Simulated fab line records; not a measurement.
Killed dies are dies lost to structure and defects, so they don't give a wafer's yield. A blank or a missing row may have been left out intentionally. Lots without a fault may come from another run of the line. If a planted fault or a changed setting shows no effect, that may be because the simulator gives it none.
Problem report in the 8D (eight disciplines) form, filled by code + flow sky130 + the parts of the form that need people (team, actions taken, sign-off) are left out

== 1. THE ISSUE ==
oes product au at SKY_POLY_GATE_ETCH_17 reads a mean of 0.827 a.u. on 3 wafers of 3 lots; wafers without a fault read 0.983 a.u. with a standard deviation of 0.0052. That is -30 standard deviations from the usual mean.
The step: etches poly-Si in HBr/Cl2, stops on SiO2, target depth 180 nm, time 70.5 s.
The first sign was on wafer L466.6 at day 18 00:32, on rie si-02. Wafers with a number at this step in the record: 44, from 15 lots. The rule behind "out" and "out of limits": a value lying over 4 standard deviations away from the usual mean. All remaining wafers that have a number are taken as sound.

== 2. WHAT IT IS, WHAT IT ISN'T ==
| question                    | is                     | is not                                                                                                                     |
|-----------------------------|------------------------|----------------------------------------------------------------------------------------------------------------------------|
| which readings at this step | oes product au         | bias w, drypump motor current A, mfc cl2 sccm, throttle valve pct                                                          |
| which lots                  | L466, L468, L470       | L461, L462, L464, L465, L467, L476, L477, L478, L480, L481, L482, L484                                                     |
| which wafers of those lots  | L466.6, L468.4, L470.6 | L466.1, L466.5, L468.3, L468.5, L470.2                                                                                     |
| read on which tools         | rie si-02              | rie si-01                                                                                                                  |
| when                        | from day 18 00:32      | up to then (14 sound wafers); but 27 sound wafers of L467, L468, L470, L476, L477, L478, L480, L481, L482, L484 came after |

== 3. THE SUSPECTS, EACH WITH WHAT RULES IT OUT ==
Counting: any tool at a process step up to the reading remains a suspect provided it ran every lot that is out. Sound lots after the first of them don't rule it out here, since some wafers of a struck lot are sound.
- rie si-02 at SKY_POLY_GATE_ETCH_17 (etches poly-Si in HBr/Cl2, stops on SiO2, target depth 180 nm, time 70.5 s): kept. Ran every lot that is out, first one L466 (day 18 00:32); last sound lot up to then L465 (day 17 18:27). Out on those wafers are its own readings of oes product au.
Remaining after the count: rie si-02 at SKY_POLY_GATE_ETCH_17.

== 4. THE CAUSE (what the simulator had put in) ==
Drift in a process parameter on rie si-02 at SKY_POLY_GATE_ETCH_17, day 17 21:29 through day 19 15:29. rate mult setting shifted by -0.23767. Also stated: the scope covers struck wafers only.
This tool alone remained once counting was done.

== 5. SEQUENCE OF EFFECTS, ordered by route ==
Each row: a reading where the mean over the struck wafers with a number is more than 3 standard deviations away from the usual. Scope: only readings with a usual standard deviation given in the record; hours: median across lots of the time from each lot's start at the first step in this table that gives one to its start at this step; sigmas: change in usual standard deviations.
| hours | step                   | reading                  | usual      | on struck wafers | change | sigmas |
|-------|------------------------|--------------------------|------------|------------------|--------|--------|
| 0     | SKY_POLY_GATE_ETCH_17  | oes product au           | 0.983 a.u. | 0.827            | -0.156 | -30    |
| 0     | SKY_POLY_GATE_STRIP_18 | strip time to endpoint s | 3.19 s     | 3.44             | +0.25  | +8.1   |
The process steps in it:
- SKY_POLY_GATE_ETCH_17: etches poly-Si in HBr/Cl2, stops on SiO2, target depth 180 nm, time 70.5 s.
- SKY_POLY_GATE_STRIP_18: strips in O2/N2.

== 6. HOW IT WOULD HAVE BEEN CAUGHT EARLIER ==
In this record no reading fell out of limits until day 18 00:32, 3 hours after the fault had begun at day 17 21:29.
